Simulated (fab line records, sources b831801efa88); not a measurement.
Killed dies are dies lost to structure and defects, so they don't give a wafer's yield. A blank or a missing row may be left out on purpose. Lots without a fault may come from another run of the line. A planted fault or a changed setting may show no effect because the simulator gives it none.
Which tool did it? | flow gf180mcu | 6 lots, 18 wafers sampled, at 2 steps of a route of 602

WHAT THE GAUGES READ, wafer by wafer
GF_CONTACT_CD_MEAS_14: target cd 220 nm.
lot  | measured     | on        | cd_nm (nm)
L450 | day 16 17:02 | cd_sem-01 | 220.6 221.3 222.8
L453 | day 17 17:58 | cd_sem-01 | 219.5 220.1 220.2
L456 | day 18 15:38 | cd_sem-02 | 219.5 219.0 219.3
L459 | day 20 03:35 | cd_sem-01 | 221.9 221.4 221.4
L461 | day 20 18:34 | cd_sem-02 | 227.3 227.7 227.3
L471 | day 24 00:16 | cd_sem-01 | 218.8 219.4 220.9

WHICH TOOL RAN EACH LOT (tool, then ch and the chambers of the sampled wafers, then the start)
lot  | GF_CONTACT_PEB_12
L450 | litho_track-01 ch 0, day 16 16:41
L453 | litho_track-03 ch 0, day 17 17:37
L456 | litho_track-03 ch 0, day 18 15:18
L459 | litho_track-03 ch 0, day 20 03:15
L461 | litho_track-03 ch 0, day 20 18:13
L471 | litho_track-01 ch 0, day 23 23:55
- GF_CONTACT_PEB_12: peb time 90 s.

THE ANSWER, worked out from the rows above alone
Rule: what is usual is taken from the lots themselves. Put in order of their means at a reading, lots are off if they are a third of the lots or fewer, leave a main group of 4 or more, and stand apart from it by a gap of 3 or more times the standard deviation of the main group's means; of several such gaps the widest counts. A main group whose means are all the same, to the digits that the tables above print for the reading, isn't used. A lot without any number at a reading at which 4 lots or more have one is off too. The other lots that the step has rows for count as sound.
Off: L461, at GF_CONTACT_CD_MEAS_14 (cd_nm). The main group: mean 220.4 nm, standard deviation 0.97.
A tool fits if, at a process step before that reading, it ran every lot that is off, and no sound lot after the first of them. The gauges at GF_CONTACT_CD_MEAS_14 are tried like those tools. Can't be told from this: 2 tools fit, litho_track-03 at GF_CONTACT_PEB_12, cd_sem-02 at GF_CONTACT_CD_MEAS_14.

WHAT THE SIMULATOR HAD PUT IN
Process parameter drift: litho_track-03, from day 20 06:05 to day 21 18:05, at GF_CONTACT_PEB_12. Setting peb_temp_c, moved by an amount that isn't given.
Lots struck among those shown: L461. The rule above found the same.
